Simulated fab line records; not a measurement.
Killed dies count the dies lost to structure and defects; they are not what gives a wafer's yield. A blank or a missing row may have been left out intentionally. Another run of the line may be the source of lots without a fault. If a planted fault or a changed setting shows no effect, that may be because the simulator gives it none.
fab line records ; flow sky130
record lots=11; wafers=33; lastDay=50
route steps=708 shown METAL3@563 VIA3@573 PAD_OPEN@708
lots that met no fault: taken from a fault-free run of the same line
startH: the number of hours between the record's first day and the start of the first shown wafer of the lot ; waitH: hours from the lot's prior step to this one ; " the same as in the row above ; L1.1+2: several wafers, shown together as one row ; - no value, or no start given ; * or withheld: withheld ; < > ~ a bound
route shown NAME@n: NAME is a module with steps in the file, n the number in the route of the first one ; usual: mean and standard deviation over wafers with no fault ; same: alike in all rows ; chamber/n: place in a boat ; sites: readings site by site ; _std_site: their standard deviation ; _edge_site: outer sites' mean less inner sites' ; radiusMm: for every site, how far away it sits from the centre of the wafer ; mask NAME#n: copy n ; behind: the most recent tool/chamber to have shaped the wafer ; hold: what put the lot on hold/how long, in hours/how the hold closed ; device: which transistor (n, p or np) failed to switch ; end of line: the same wafers' tests at the end of the route ; step lacking rows: just its recipe ; killed: dies lost to structure and defects at the first sort, not the wafer's yield ; map: per-die view of a wafer (x killed, . not killed, _ where there is no die)
set.NAME: the setting the step ran with; set.NAME@STEP: the setting that earlier step ran with ; model.NAME: the simulator's own value behind a step, which no gauge read
steps of the route over a sample of lots; a table a step, a row a wafer
services: from which hour (startH, from the record's first day; less than 0 if before it) a tool's chamber was out of use, for how many hours, and why
## steps
# step SKY_METAL3_CD_MEAS_13
# recipe targetCdNm=300
# usual cdNm=299.8/1.9
lot.wafer;tool;chamber;startH;waitH;cdNm
L779.2;cdSem-01;-;896.11;-;297.8
L779.4;cdSem-01;-;896.11;-;299.1
L779.5;cdSem-01;-;896.11;-;299.1
L781.1;cdSem-01;-;908.54;-;298.8
L781.3;cdSem-01;-;908.54;-;297.9
L781.6;cdSem-01;-;908.54;-;298.7
L784.3;cdSem-02;-;930.38;-;296.9
L784.4;cdSem-02;-;930.38;-;297.0
L784.6;cdSem-02;-;930.38;-;296.1
L785.1;cdSem-01;-;939.99;-;303.1
L785.3;cdSem-01;-;939.99;-;303.5
L785.4;cdSem-01;-;939.99;-;303.5
L786.2;cdSem-01;-;952.56;-;300.6
L786.4;cdSem-01;-;952.56;-;301.2
L786.6;cdSem-01;-;952.56;-;300.8
L788.4;cdSem-01;-;970.55;-;297.0
L788.5;cdSem-01;-;970.55;-;295.9
L788.6;cdSem-01;-;970.55;-;296.0
L796.3;cdSem-01;-;1022.23;-;302.0
L796.5;cdSem-01;-;1022.23;-;302.7
L796.6;cdSem-01;-;1022.23;-;302.9
L798.2;cdSem-01;-;1035.36;-;299.5
L798.5;cdSem-01;-;1035.36;-;300.2
L798.6;cdSem-01;-;1035.36;-;301.0
L799.1;cdSem-02;-;1035.69;-;299.9
L799.4;cdSem-02;-;1035.69;-;300.4
L799.6;cdSem-02;-;1035.69;-;299.8
L800.2;cdSem-01;-;1043.11;-;299.0
L800.3;cdSem-01;-;1043.11;-;300.3
L800.6;cdSem-01;-;1043.11;-;298.8
L802.1;cdSem-02;-;1057.64;-;301.1
L802.4;cdSem-02;-;1057.64;-;300.7
L802.6;cdSem-02;-;1057.64;-;298.7
# step SKY_METAL3_ETCH_17
# recipe target=SiO2; stopOn=TiN; chemistry=C4F8/O2/Ar; sourceW=1500; biasW=1200; pressureMtorr=40; c4f8FlowSccm=withheld; O2_flow_sccm=6; Ar_flow_sccm=300; timeS=3.9; targetDepthA=150
# usual oesProductAu=0.753/0.0069
lot.wafer;tool;chamber;startH;waitH;oesProductAu;rfHoursCounterH
L779.2;rieDiel-02;2;896.37;0.1;0.756;13
L779.4;rieDiel-02;3;896.37;0.1;0.750;16
L779.5;rieDiel-02;0;896.37;0.1;0.754;-
L781.1;rieDiel-04;2;908.83;0.1;0.753;11
L781.3;rieDiel-04;1;908.83;0.1;0.745;3
L781.6;rieDiel-04;3;908.83;0.1;0.762;-
L784.3;rieDiel-02;3;930.76;0.1;0.757;17
L784.4;rieDiel-02;1;930.76;0.1;0.759;18
L784.6;rieDiel-02;2;930.76;0.1;0.753;-
L785.1;rieDiel-04;2;940.29;0.1;0.754;12
L785.3;rieDiel-04;0;940.29;0.1;0.750;23
L785.4;rieDiel-04;3;940.29;0.1;0.740;16
L786.2;rieDiel-02;0;952.83;0.1;0.749;15
L786.4;rieDiel-02;3;952.83;0.1;0.757;17
L786.6;rieDiel-02;1;952.83;0.1;0.758;-
L788.4;rieDiel-02;2;970.77;0.0;0.762;16
L788.5;rieDiel-02;0;970.77;0.0;0.764;-
L788.6;rieDiel-02;3;970.77;0.0;0.769;-
L796.3;rieDiel-02;2;1022.48;0.0;0.751;17
L796.5;rieDiel-02;3;1022.48;0.0;0.760;-
L796.6;rieDiel-02;0;1022.48;0.0;0.752;-
L798.2;rieDiel-02;1;1035.62;0.1;0.747;21
L798.5;rieDiel-02;2;1035.62;0.1;0.752;-
L798.6;rieDiel-02;1;1035.62;0.1;0.752;-
L799.1;rieDiel-04;2;1035.97;0.1;0.742;15
L799.4;rieDiel-04;3;1035.97;0.1;0.758;19
L799.6;rieDiel-04;3;1035.97;0.1;0.754;-
L800.2;rieDiel-04;1;1043.38;0.1;0.742;8
L800.3;rieDiel-04;2;1043.38;0.1;0.751;15
L800.6;rieDiel-04;3;1043.38;0.1;0.754;-
L802.1;rieDiel-02;1;1057.92;0.1;0.748;21
L802.4;rieDiel-02;0;1057.92;0.1;0.771;18
L802.6;rieDiel-02;3;1057.92;0.1;0.755;-
# step SKY_VIA3_HDPCVD_00
# recipe material=SiO2; targetThkNm=1635; sigmaOpenFrac=0.3; timeS=272.5; tempC=400; sih4FlowSccm=60; pressureMtorr=6
# usual runLengthS=300.4/0.38; susceptorTempC=399.97/0.24
lot.wafer;tool;chamber;startH;waitH;runLengthS;susceptorTempC
L779.2;hdpcvd-02;1;897.67;0.0;300.0;399.91
L779.4;hdpcvd-02;0;897.67;0.0;300.2;399.73
L779.5;hdpcvd-02;1;897.67;0.0;299.9;399.75
L781.1;hdpcvd-01;2;910.02;0.0;300.7;400.19
L781.3;hdpcvd-01;1;910.02;0.0;300.1;400.00
L781.6;hdpcvd-01;2;910.02;0.0;300.8;400.28
L784.3;hdpcvd-02;2;931.55;0.0;300.3;400.13
L784.4;hdpcvd-02;0;931.55;0.0;300.2;400.35
L784.6;hdpcvd-02;1;931.55;0.0;299.7;400.13
L785.1;hdpcvd-02;1;941.08;0.0;299.7;399.61
L785.3;hdpcvd-02;2;941.08;0.0;300.4;399.74
L785.4;hdpcvd-02;0;941.08;0.0;300.2;399.73
L786.2;hdpcvd-02;0;953.62;0.0;300.4;399.74
L786.4;hdpcvd-02;0;953.62;0.0;300.1;399.80
L786.6;hdpcvd-02;1;953.62;0.0;299.7;399.94
L788.4;hdpcvd-02;1;971.65;0.1;314.3;399.94
L788.5;hdpcvd-02;2;971.65;0.1;300.3;399.88
L788.6;hdpcvd-02;0;971.65;0.1;300.4;400.17
L796.3;hdpcvd-01;1;1023.27;0.0;300.0;399.62
L796.5;hdpcvd-01;0;1023.27;0.0;300.5;399.84
L796.6;hdpcvd-01;2;1023.27;0.0;300.2;400.11
L798.2;hdpcvd-02;0;1036.43;0.0;300.1;400.28
L798.5;hdpcvd-02;0;1036.43;0.0;300.3;400.22
L798.6;hdpcvd-02;2;1036.43;0.0;300.3;399.78
L799.1;hdpcvd-01;1;1036.77;0.0;300.1;400.04
L799.4;hdpcvd-01;2;1036.77;0.0;300.6;399.36
L799.6;hdpcvd-01;0;1036.77;0.0;300.9;399.93
L800.2;hdpcvd-01;2;1044.17;0.0;300.4;400.12
L800.3;hdpcvd-01;0;1044.17;0.0;300.4;399.96
L800.6;hdpcvd-01;2;1044.17;0.0;300.3;399.33
L802.1;hdpcvd-02;0;1058.71;0.0;300.2;399.78
L802.4;hdpcvd-02;2;1058.71;0.0;300.5;400.14
L802.6;hdpcvd-02;2;1058.71;0.0;300.6;399.57
# step SKY_VIA3_THK_MEAS_01
# recipe reads=SiO2_of_VIA3_HDPCVD_00
# usual VIA3_HDPCVD_THK=1644/17
lot.wafer;tool;chamber;startH;waitH;hold;VIA3_HDPCVD_THK[nm]
L779.2;filmMetro-04;-;897.85;0.1;-;1643
L779.4;filmMetro-04;-;897.85;0.1;-;1646
L779.5;filmMetro-04;-;897.85;0.1;-;1652
L781.1;filmMetro-03;-;910.27;0.2;-;1608
L781.3;filmMetro-03;-;910.27;0.2;-;1624
L781.6;filmMetro-03;-;910.27;0.2;-;1616
L784.3;filmMetro-04;-;931.76;0.1;-;1640
L784.4;filmMetro-04;-;931.76;0.1;-;1644
L784.6;filmMetro-04;-;931.76;0.1;-;1647
L785.1;filmMetro-04;-;941.25;0.1;-;1694
L785.3;filmMetro-04;-;941.25;0.1;-;1652
L785.4;filmMetro-04;-;941.25;0.1;-;1675
L786.2;filmMetro-04;-;953.80;0.1;-;1661
L786.4;filmMetro-04;-;953.80;0.1;-;1675
L786.6;filmMetro-04;-;953.80;0.1;-;1648
L788.4;filmMetro-03;-;971.76;0.0;awaitDispo/0.2h/release;1735
L788.5;filmMetro-03;-;971.76;0.0;awaitDispo/0.2h/release;1633
L788.6;filmMetro-03;-;971.76;0.0;awaitDispo/0.2h/release;1678
L788.4;filmMetro-03;-;971.99;0.2;-;1736
L788.5;filmMetro-03;-;971.99;0.2;-;1632
L788.6;filmMetro-03;-;971.99;0.2;-;1677
L796.3;filmMetro-03;-;1023.46;0.1;-;1691
L796.5;filmMetro-03;-;1023.46;0.1;-;1642
L796.6;filmMetro-03;-;1023.46;0.1;-;1649
L798.2;filmMetro-03;-;1036.69;0.2;-;1651
L798.5;filmMetro-03;-;1036.69;0.2;-;1641
L798.6;filmMetro-03;-;1036.69;0.2;-;1633
L799.1;filmMetro-04;-;1036.94;0.1;-;1657
L799.4;filmMetro-04;-;1036.94;0.1;-;1641
L799.6;filmMetro-04;-;1036.94;0.1;-;1652
L800.2;filmMetro-04;-;1044.43;0.2;-;1640
L800.3;filmMetro-04;-;1044.43;0.2;-;1644
L800.6;filmMetro-04;-;1044.43;0.2;-;1631
L802.1;filmMetro-01;-;1058.97;0.2;-;1635
L802.4;filmMetro-01;-;1058.97;0.2;-;1638
L802.6;filmMetro-01;-;1058.97;0.2;-;1602
# step SKY_VIA3_BOW_MEAS_03
# recipe mode=bow
# usual VIA3_BOW=78/7.8
lot.wafer;tool;chamber;startH;waitH;VIA3_BOW[um]
L779.2;filmMetro-01;-;898.22;0.2;78
L779.4;filmMetro-01;-;898.22;0.2;81
L779.5;filmMetro-01;-;898.22;0.2;72
L781.1;filmMetro-03;-;910.63;0.1;77
L781.3;filmMetro-03;-;910.63;0.1;86
L781.6;filmMetro-03;-;910.63;0.1;80
L784.3;filmMetro-04;-;936.91;0.1;88
L784.4;filmMetro-04;-;936.91;0.1;85
L784.6;filmMetro-04;-;936.91;0.1;71
L785.1;filmMetro-04;-;942.27;0.2;77
L785.3;filmMetro-04;-;942.27;0.2;70
L785.4;filmMetro-04;-;942.27;0.2;70
L786.2;filmMetro-04;-;954.34;0.3;83
L786.4;filmMetro-04;-;954.34;0.3;69
L786.6;filmMetro-04;-;954.34;0.3;80
L788.4;filmMetro-03;-;981.35;0.3;79
L788.5;filmMetro-03;-;981.35;0.3;73
L788.6;filmMetro-03;-;981.35;0.3;64
L796.3;filmMetro-04;-;1023.84;0.2;82
L796.5;filmMetro-04;-;1023.84;0.2;83
L796.6;filmMetro-04;-;1023.84;0.2;76
L798.2;filmMetro-01;-;1037.06;0.1;76
L798.5;filmMetro-01;-;1037.06;0.1;80
L798.6;filmMetro-01;-;1037.06;0.1;83
L799.1;filmMetro-04;-;1037.30;0.2;59
L799.4;filmMetro-04;-;1037.30;0.2;76
L799.6;filmMetro-04;-;1037.30;0.2;79
L800.2;filmMetro-03;-;1044.80;0.1;79
L800.3;filmMetro-03;-;1044.80;0.1;86
L800.6;filmMetro-03;-;1044.80;0.1;71
L802.1;filmMetro-03;-;1059.33;0.1;80
L802.4;filmMetro-03;-;1059.33;0.1;82
L802.6;filmMetro-03;-;1059.33;0.1;65
# step SKY_PAD_OPEN_PROBE_99
# usual defectLimitedYield=82.1/2; killed_at_M0_to_M3=44/7.8; killed_at_M4_up=3.1/1.7; killedAtContacts=25/5.1; killedAtFrontEnd=15/4.4; killedAtOther=0.5/0.68; killedDies=88/9.9; killedOpen=48/6.9; killedShort=39/6.5; sort_bin_3_pad_short=0.8/0.42; sort_bin_5_function=10.6/1.5; sort_bin_6_memory=6.5/1.2; sortNPass=404/9.9; sortYieldPct=82.1/2
# same grossDies=492; killedAtBackSide=0; sort_bin_4_leakage[%]=0; sort_bin_8_speed[%]=0
lot.wafer;tool;chamber;startH;waitH;defectLimitedYield[%];killed_at_M0_to_M3;killed_at_M4_up;killedAtContacts;killedAtFrontEnd;killedAtOther;killedDies;killedOpen;killedShort;sort_bin_3_pad_short[%];sort_bin_5_function[%];sort_bin_6_memory[%];sortNPass;sortYieldPct[%]
L779.2;prober-02;-;1068.00;0.1;83.1;43;0;22;18;0;83;44;39;0.8;9.3;6.7;409;83.1
L779.4;prober-02;-;1068.10;0.2;81.3;45;2;24;21;0;92;45;46;0.6;10.6;7.5;400;81.3
L779.5;prober-02;-;1068.15;0.2;83.5;53;1;19;8;0;81;41;40;0.8;9.6;6.1;411;83.5
L781.1;prober-02;-;1082.41;0.1;83.5;33;3;30;13;2;81;49;30;1.2;10.6;4.7;411;83.5
L781.3;prober-02;-;1082.51;0.2;81.7;46;4;21;18;1;90;47;42;1.4;11.6;5.3;402;81.7
L781.6;prober-02;-;1082.66;0.2;81.7;44;3;31;11;1;90;47;42;0.8;11.6;5.9;402;81.7
L784.3;prober-01;-;1102.13;0.2;78.9;52;8;26;18;0;104;53;51;1.2;13.8;6.1;388;78.9
L784.4;prober-01;-;1102.18;0.2;82.7;40;1;24;20;0;85;36;49;1.0;10.4;5.9;407;82.7
L784.6;prober-01;-;1102.28;0.2;82.3;38;4;27;17;1;87;51;36;1.0;11.0;5.7;405;82.3
L785.1;prober-02;-;1108.97;0.1;77.8;69;4;23;12;1;109;61;47;1.0;13.4;7.7;383;77.8
L785.3;prober-02;-;1109.07;0.2;78.7;57;4;26;16;2;105;63;41;1.0;14.8;5.5;387;78.7
L785.4;prober-02;-;1109.12;0.2;83.5;43;5;19;13;1;81;44;36;0.6;9.8;6.1;411;83.5
L786.2;prober-01;-;1119.01;0.1;77.8;61;4;25;18;1;109;61;48;1.0;12.2;8.9;383;77.8
L786.4;prober-01;-;1119.11;0.2;82.1;38;4;28;18;0;88;55;33;0.4;9.8;7.7;404;82.1
L786.6;prober-01;-;1119.21;0.2;81.7;50;4;22;14;0;90;53;37;0.8;10.8;6.7;402;81.7
L788.4;prober-01;-;1132.74;0.2;81.9;48;5;20;15;1;89;52;36;0.6;11.4;6.1;403;81.9
L788.5;prober-01;-;1132.79;0.2;83.7;28;2;30;19;1;80;50;28;1.0;8.7;6.5;412;83.7
L788.6;prober-01;-;1132.84;0.2;81.9;44;1;33;11;0;89;47;42;1.0;10.2;6.9;403;81.9
L796.3;prober-01;-;1174.67;0.2;82.9;38;2;21;22;1;84;44;36;0.4;9.6;7.1;408;82.9
L796.5;prober-01;-;1174.77;0.2;82.1;42;3;28;15;0;88;50;38;1.0;11.0;5.9;404;82.1
L796.6;prober-01;-;1174.82;0.2;82.5;48;3;22;11;2;86;44;42;0.2;10.8;6.5;406;82.5
L799.1;prober-01;-;1181.80;0.1;80.5;46;1;32;14;3;96;54;39;1.4;9.6;8.5;396;80.5
L799.4;prober-01;-;1181.95;0.2;80.9;49;2;23;19;1;94;49;43;1.4;11.2;6.5;398;80.9
L799.6;prober-01;-;1182.05;0.2;81.1;46;4;27;16;0;93;55;35;1.8;11.4;5.7;399;81.1
L798.2;prober-02;-;1181.85;0.1;78.0;60;3;23;22;0;108;52;55;1.6;13.0;7.3;384;78.0
L798.5;prober-02;-;1182.00;0.2;83.3;40;2;28;9;3;82;44;36;0.6;10.0;6.1;410;83.3
L798.6;prober-02;-;1182.05;0.2;82.5;47;4;22;12;1;86;44;41;0.6;11.2;5.7;406;82.5
L800.2;prober-02;-;1189.36;0.1;83.1;46;2;20;15;0;83;47;36;1.2;11.4;4.3;409;83.1
L800.3;prober-02;-;1189.41;0.2;80.1;49;0;33;16;0;98;54;44;0;12.2;7.7;394;80.1
L800.6;prober-02;-;1189.56;0.2;80.9;45;2;24;23;0;94;52;42;0.6;10.0;8.5;398;80.9
L802.1;prober-02;-;1196.02;0.1;86.0;36;2;19;12;0;69;39;29;0.2;8.1;5.7;423;86.0
L802.4;prober-02;-;1196.17;0.2;77.4;51;7;31;21;1;111;56;53;1.0;14.2;7.3;381;77.4
L802.6;prober-02;-;1196.27;0.2;81.7;42;1;29;17;1;90;51;39;1.8;9.1;7.3;402;81.7
# killed by level:class
L779.2 VIA1:geometricParticle:open=14 CONTACT:geometricParticle:open=7 CONTACT:geometricParticle:short=6 VIA3:geometricParticle:open=6 VIA1:geometricParticle:short=5 POLY_GATE:geometricParticle:short=5 FIELD_ISO:geometricParticle:open=4 LI_CONTACT:geometricParticle:open=4
L779.4 CONTACT:geometricParticle:open=10 FIELD_ISO:geometricParticle:short=7 METAL1:geometricParticle:short=7 VIA1:geometricParticle:short=7 VIA1:geometricParticle:open=7 POLY_GATE:geometricParticle:open=6 VIA2:geometricParticle:open=6 FIELD_ISO:geometricParticle:open=5
L779.5 CONTACT:geometricParticle:open=11 VIA1:geometricParticle:open=11 METAL2:geometricParticle:short=8 METAL1:geometricParticle:short=8 VIA1:geometricParticle:short=6 LI_CONTACT:geometricParticle:open=5 METAL3:geometricParticle:short=5 VIA3:geometricParticle:open=4
L781.1 CONTACT:geometricParticle:open=12 LI_CONTACT:geometricParticle:open=11 VIA3:geometricParticle:open=7 VIA1:geometricParticle:short=6 FIELD_ISO:geometricParticle:open=4 POLY_GATE:geometricParticle:open=4 VIA1:geometricParticle:open=4 METAL2:geometricParticle:short=4
L781.3 POLY_GATE:geometricParticle:open=7 CONTACT:geometricParticle:open=7 VIA2:geometricParticle:open=7 VIA3:geometricParticle:open=7 VIA1:geometricParticle:open=6 METAL1:geometricParticle:short=6 LI_CONTACT:geometricParticle:open=6 VIA2:geometricParticle:short=6
L781.6 CONTACT:geometricParticle:open=15 METAL1:geometricParticle:short=7 VIA1:geometricParticle:open=7 VIA1:geometricParticle:short=7 LI_CONTACT:geometricParticle:open=6 VIA3:geometricParticle:short=6 CONTACT:geometricParticle:short=5 VIA3:geometricParticle:open=5
L784.3 CONTACT:geometricParticle:open=13 VIA2:geometricParticle:open=10 VIA1:geometricParticle:open=8 METAL1:geometricParticle:short=6 LI_CONTACT:geometricParticle:open=6 METAL4:geometricParticle:short=6 FIELD_ISO:geometricParticle:open=5 FIELD_ISO:geometricParticle:short=5
L784.4 METAL1:geometricParticle:short=8 METAL2:geometricParticle:short=8 FIELD_ISO:geometricParticle:short=7 CONTACT:geometricParticle:open=6 FIELD_ISO:geometricParticle:open=5 LI_CONTACT:geometricParticle:open=5 CONTACT:geometricParticle:short=5 VIA2:geometricParticle:open=5
L784.6 CONTACT:geometricParticle:open=11 VIA1:geometricParticle:open=9 LI_CONTACT:geometricParticle:open=7 VIA1:geometricParticle:short=6 VIA2:geometricParticle:open=6 POLY_GATE:geometricParticle:open=5 CONTACT:geometricParticle:short=5 VIA3:geometricParticle:open=5
L785.1 VIA1:geometricParticle:open=19 VIA3:geometricParticle:open=10 VIA1:geometricParticle:short=10 LI_CONTACT:geometricParticle:open=8 CONTACT:geometricParticle:open=7 METAL1:geometricParticle:short=6 CONTACT:geometricParticle:short=5 VIA2:geometricParticle:open=5
L785.3 VIA1:geometricParticle:open=20 LI_CONTACT:geometricParticle:open=11 VIA1:geometricParticle:short=11 FIELD_ISO:geometricParticle:open=7 VIA3:geometricParticle:open=7 CONTACT:geometricParticle:open=6 CONTACT:geometricParticle:short=4 VIA2:geometricParticle:short=4
L785.4 CONTACT:geometricParticle:open=10 VIA1:geometricParticle:open=8 VIA3:geometricParticle:open=6 METAL2:geometricParticle:short=5 VIA2:geometricParticle:open=5 VIA3:geometricParticle:short=5 FIELD_ISO:geometricParticle:short=4 VIA1:geometricParticle:short=4
L786.2 VIA1:geometricParticle:open=13 VIA2:geometricParticle:open=10 VIA3:geometricParticle:open=9 LI_CONTACT:geometricParticle:open=8 POLY_GATE:geometricParticle:open=7 CONTACT:geometricParticle:open=7 VIA2:geometricParticle:short=6 CONTACT:geometricParticle:short=5
L786.4 CONTACT:geometricParticle:open=11 VIA1:geometricParticle:open=9 LI_CONTACT:geometricParticle:open=7 VIA3:geometricParticle:open=7 LOCAL_INTERCONNECT:geometricParticle:short=6 FIELD_ISO:geometricParticle:short=5 POLY_GATE:geometricParticle:open=5 VIA2:geometricParticle:open=5
L786.6 VIA1:geometricParticle:open=12 CONTACT:geometricParticle:open=10 VIA2:geometricParticle:open=7 VIA1:geometricParticle:short=7 VIA3:geometricParticle:open=6 FIELD_ISO:geometricParticle:open=5 LOCAL_INTERCONNECT:geometricParticle:short=5 METAL2:geometricParticle:short=5
L788.4 VIA3:geometricParticle:open=14 VIA1:geometricParticle:open=9 LI_CONTACT:geometricParticle:open=7 VIA2:geometricParticle:short=6 VIA2:geometricParticle:open=6 FIELD_ISO:geometricParticle:open=5 CONTACT:geometricParticle:open=5 METAL4:geometricParticle:short=5
L788.5 LI_CONTACT:geometricParticle:open=13 VIA1:geometricParticle:open=9 CONTACT:geometricParticle:open=8 FIELD_ISO:geometricParticle:short=7 FIELD_ISO:geometricParticle:open=5 POLY_GATE:geometricParticle:open=5 VIA3:geometricParticle:open=5 CONTACT:geometricParticle:short=4
L788.6 LI_CONTACT:geometricParticle:open=14 VIA1:geometricParticle:open=12 LI_CONTACT:geometricParticle:short=7 CONTACT:geometricParticle:open=6 METAL1:geometricParticle:short=6 CONTACT:geometricParticle:short=5 VIA3:geometricParticle:open=5 FIELD_ISO:geometricParticle:short=4
L796.3 VIA1:geometricParticle:open=10 METAL1:geometricParticle:short=9 LI_CONTACT:geometricParticle:open=7 CONTACT:geometricParticle:open=7 VIA2:geometricParticle:open=7 POLY_GATE:geometricParticle:short=4 POLY_GATE:areaEtch=4 FIELD_ISO:geometricParticle:short=3
L796.5 VIA1:geometricParticle:open=10 CONTACT:geometricParticle:open=10 LI_CONTACT:geometricParticle:open=7 FIELD_ISO:geometricParticle:open=5 VIA1:geometricParticle:short=5 VIA2:geometricParticle:short=5 VIA2:geometricParticle:open=5 CONTACT:geometricParticle:short=4
L796.6 VIA1:geometricParticle:open=11 VIA3:geometricParticle:open=9 CONTACT:geometricParticle:open=8 METAL1:geometricParticle:short=6 POLY_GATE:geometricParticle:open=5 LOCAL_INTERCONNECT:geometricParticle:short=5 METAL3:geometricParticle:short=5 LI_CONTACT:geometricParticle:short=4
L799.1 CONTACT:geometricParticle:open=12 VIA1:geometricParticle:open=11 VIA2:geometricParticle:open=8 VIA3:geometricParticle:open=7 LI_CONTACT:geometricParticle:open=6 METAL1:geometricParticle:short=6 LI_CONTACT:geometricParticle:short=5 CONTACT:geometricParticle:short=5
L798.2 VIA1:geometricParticle:open=16 METAL1:geometricParticle:short=11 VIA1:geometricParticle:short=11 CONTACT:geometricParticle:open=9 POLY_GATE:geometricParticle:open=8 POLY_GATE:geometricParticle:short=8 LI_CONTACT:geometricParticle:open=6 VIA3:geometricParticle:open=5
L799.4 VIA1:geometricParticle:open=17 VIA2:geometricParticle:open=9 METAL2:geometricParticle:short=7 LOCAL_INTERCONNECT:geometricParticle:short=7 CONTACT:geometricParticle:open=6 VIA3:geometricParticle:short=6 LI_CONTACT:geometricParticle:open=5 VIA3:geometricParticle:open=5
L798.5 VIA1:geometricParticle:open=10 LOCAL_INTERCONNECT:geometricParticle:short=7 CONTACT:geometricParticle:open=7 VIA3:geometricParticle:open=7 LI_CONTACT:geometricParticle:open=6 METAL2:geometricParticle:short=5 METAL1:geometricParticle:short=4 FIELD_ISO:geometricParticle:open=3
L798.6 CONTACT:geometricParticle:open=10 VIA3:geometricParticle:open=8 VIA1:geometricParticle:open=7 METAL1:geometricParticle:short=6 METAL2:geometricParticle:short=6 LI_CONTACT:geometricParticle:open=5 VIA3:geometricParticle:short=5 VIA2:geometricParticle:open=4
L799.6 VIA3:geometricParticle:open=12 CONTACT:geometricParticle:open=9 VIA1:geometricParticle:open=8 VIA2:geometricParticle:open=7 POLY_GATE:geometricParticle:open=5 LI_CONTACT:geometricParticle:open=5 CONTACT:geometricParticle:short=5 VIA3:geometricParticle:short=5
L800.2 VIA1:geometricParticle:open=14 VIA3:geometricParticle:open=9 VIA1:geometricParticle:short=8 LI_CONTACT:geometricParticle:open=6 POLY_GATE:geometricParticle:open=5 METAL2:geometricParticle:short=5 FIELD_ISO:geometricParticle:short=4 CONTACT:geometricParticle:open=4
L800.3 VIA1:geometricParticle:open=15 CONTACT:geometricParticle:open=11 LI_CONTACT:geometricParticle:open=9 VIA1:geometricParticle:short=8 METAL1:geometricParticle:short=8 CONTACT:geometricParticle:short=7 FIELD_ISO:geometricParticle:open=6 VIA2:geometricParticle:open=6
L800.6 VIA1:geometricParticle:open=16 CONTACT:geometricParticle:open=12 FIELD_ISO:geometricParticle:short=8 VIA1:geometricParticle:short=7 VIA3:geometricParticle:open=7 CONTACT:geometricParticle:short=6 FIELD_ISO:geometricParticle:open=5 METAL1:geometricParticle:short=5
L802.1 LI_CONTACT:geometricParticle:open=8 METAL2:geometricParticle:short=7 VIA2:geometricParticle:open=6 VIA1:geometricParticle:open=6 VIA3:geometricParticle:open=6 FIELD_ISO:geometricParticle:open=5 CONTACT:geometricParticle:short=4 VIA1:geometricParticle:short=4
L802.4 CONTACT:geometricParticle:open=15 METAL1:geometricParticle:short=10 VIA2:geometricParticle:open=9 FIELD_ISO:geometricParticle:short=7 VIA1:geometricParticle:open=7 VIA3:geometricParticle:open=6 LI_CONTACT:geometricParticle:open=5 POLY_GATE:geometricParticle:open=5
L802.6 LI_CONTACT:geometricParticle:open=12 VIA1:geometricParticle:open=11 VIA2:geometricParticle:open=10 FIELD_ISO:geometricParticle:open=7 CONTACT:geometricParticle:short=7 FIELD_ISO:geometricParticle:short=5 LI_CONTACT:geometricParticle:short=5 METAL2:geometricParticle:short=5
## services
tool;chamber;startH;hours;kind
rieDiel-04;3;876.78;16.6;repair
rieDiel-02;0;902.39;2.3;repair
hdpcvd-01;0;905.94;23.3;repair
rieDiel-04;-;921.14;2.8;pm
rieDiel-02;3;934.95;1.3;repair
hdpcvd-01;-;950.25;15.0;pm
hdpcvd-01;0;950.25;15.0;ventCycle
hdpcvd-01;1;950.25;15.0;ventCycle
hdpcvd-01;2;950.25;15.0;ventCycle
hdpcvd-01;0;965.25;-;clean
hdpcvd-01;1;965.25;-;clean
hdpcvd-01;2;965.25;-;clean
hdpcvd-01;-;973.63;28.1;pm
rieDiel-04;3;973.90;9.4;repair
rieDiel-04;2;976.58;4.3;repair
rieDiel-04;-;981.74;0.4;repair
rieDiel-02;1;1001.89;4.4;repair
hdpcvd-02;1;1020.66;58.1;repair
hdpcvd-01;1;1042.48;5.5;repair
## key
firstSign step=SKY_VIA3_HDPCVD_00; reading=runLengthS; direction=up; sigmas=37; usual=*; struck=*
effect step=SKY_VIA3_THK_MEAS_01; reading=visit; direction=added
effect step=SKY_VIA3_THK_MEAS_01; reading=VIA3_HDPCVD_THK; direction=up; sigmas=5.4; usual=1644; struck=1735
metAt SKY_VIA3_HDPCVD_00
struckLots L788
struckWafers L788.4
notActingAt SKY_METAL3_CD_MEAS_13,SKY_METAL3_ETCH_17,SKY_VIA3_BOW_MEAS_03
onsetBetween 953.62 971.65
fault kind=processParameterDrift; tool=hdpcvd-02; chamber=1; onsetH=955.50; steps=SKY_VIA3_HDPCVD_00; channel=timeS; offset=*; shape=step; endH=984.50; actsIn=*; stated=*
